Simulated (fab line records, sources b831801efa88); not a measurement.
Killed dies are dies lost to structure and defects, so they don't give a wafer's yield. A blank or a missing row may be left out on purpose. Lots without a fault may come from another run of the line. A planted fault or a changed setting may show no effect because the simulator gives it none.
Which tool did it? | flow gf180mcu | 13 lots, 39 wafers sampled, at 2 steps of a route of 602

WHAT THE GAUGES READ, wafer by wafer
GF_STI_THK_MEAS_02. Usual: STI_OXIDATION_THK 10.03 nm, standard deviation 0.18.
lot  | measured    | on            | STI_OXIDATION_THK (nm) | flag
L158 | day 1 12:51 | film_metro-03 | 9.98 10.03 10.12       |
L160 | day 1 21:31 | film_metro-02 | 10.32 10.24 10.24      |
L162 | day 2 07:57 | film_metro-03 | 10.07 10.25 9.92       |
L163 | day 2 12:49 | film_metro-02 | 9.77 9.91 10.11        |
L164 | day 2 17:57 | film_metro-02 | 9.99 9.92 9.85         |
L165 | day 2 22:32 | film_metro-01 | 9.80 10.01 9.84        |
L169 | day 3 20:26 | film_metro-02 | 16.59 16.55 16.46      | OFF
L171 | day 4 07:02 | film_metro-03 | 16.24 16.70 16.51      | OFF
L174 | day 4 21:05 | film_metro-02 | 16.04 16.05 16.51      | OFF
L177 | day 5 10:31 | film_metro-02 | 9.92 9.93 9.91         |
L178 | day 5 15:31 | film_metro-02 | 10.00 9.93 10.04       |
L179 | day 5 20:50 | film_metro-01 | 10.23 10.10 10.05      |
L180 | day 6 01:31 | film_metro-01 | 10.21 10.22 10.11      |

WHICH TOOL RAN EACH LOT (tool, then ch and the chambers of the sampled wafers, then the start)
lot  | GF_STI_OXIDATION_01
L158 | furnace-02 ch 0, day 1 11:28
L160 | furnace-02 ch 0, day 1 20:07
L162 | furnace-02 ch 0, day 2 06:32
L163 | furnace-02 ch 0, day 2 11:26
L164 | furnace-01 ch 0, day 2 16:34
L165 | furnace-02 ch 0, day 2 21:07
L169 | furnace-01 ch 0, day 3 17:07 and furnace-02 ch 0, day 3 19:02
L171 | furnace-02 ch 0, day 4 03:07 and furnace-01 ch 0, day 4 05:38
L174 | furnace-02 ch 0, day 4 18:07 and furnace-01 ch 0, day 4 19:41
L177 | furnace-01 ch 0, day 5 09:07
L178 | furnace-01 ch 0, day 5 14:07
L179 | furnace-02 ch 0, day 5 19:26
L180 | furnace-02 ch 0, day 6 00:07
- GF_STI_OXIDATION_01: stabilise 600 s, purge 300 s, target thk 10 nm.

WHAT THE TOOLS THEMSELVES READ (means of the sampled wafers that have a number; where no wafer has one, the mark that the record gives instead)
GF_STI_OXIDATION_01. Usual: spike_tc_bottom_C 917.9 C, standard deviation 1.1.
lot  | tool                  | spike_tc_bottom_C (C) | flag
L158 | furnace-02            | 917.8                 |
L160 | furnace-02            | 918.7                 |
L162 | furnace-02            | 918.1                 |
L163 | furnace-02            | 919.2                 |
L164 | furnace-01            | 916.4                 |
L165 | furnace-02            | 917.7                 |
L169 | furnace-01/furnace-02 | 918.2                 |
L171 | furnace-02/furnace-01 | 918.0                 |
L174 | furnace-02/furnace-01 | 917.6                 |
L177 | furnace-01            | 917.3                 |
L178 | furnace-01            | 918.0                 |
L179 | furnace-02            | 918.6                 |
L180 | furnace-02            | 918.6                 |

THE ANSWER, worked out from the rows above alone
Rule: a lot is off if the mean of its wafers that have a number lies more than 3 standard deviations from the usual mean. A lot without any number at a reading at which 4 lots or more have one is off too. The other lots that the step has rows for count as sound. The gauges are gone through in route order, then the tools' own readings, and for those a lot's mean is taken as printed above. The first step at which some lot is off is used, and at that step the reading that is off furthest; a lot without a number counts as furthest.
Off: L169, L171, L174, at GF_STI_THK_MEAS_02 (STI_OXIDATION_THK).
A tool fits if, at a process step before that reading, it ran every lot that is off, and no sound lot after the first of them. The gauges at GF_STI_THK_MEAS_02 are tried like those tools. None of those tried fits.

WHAT THE SIMULATOR HAD PUT IN
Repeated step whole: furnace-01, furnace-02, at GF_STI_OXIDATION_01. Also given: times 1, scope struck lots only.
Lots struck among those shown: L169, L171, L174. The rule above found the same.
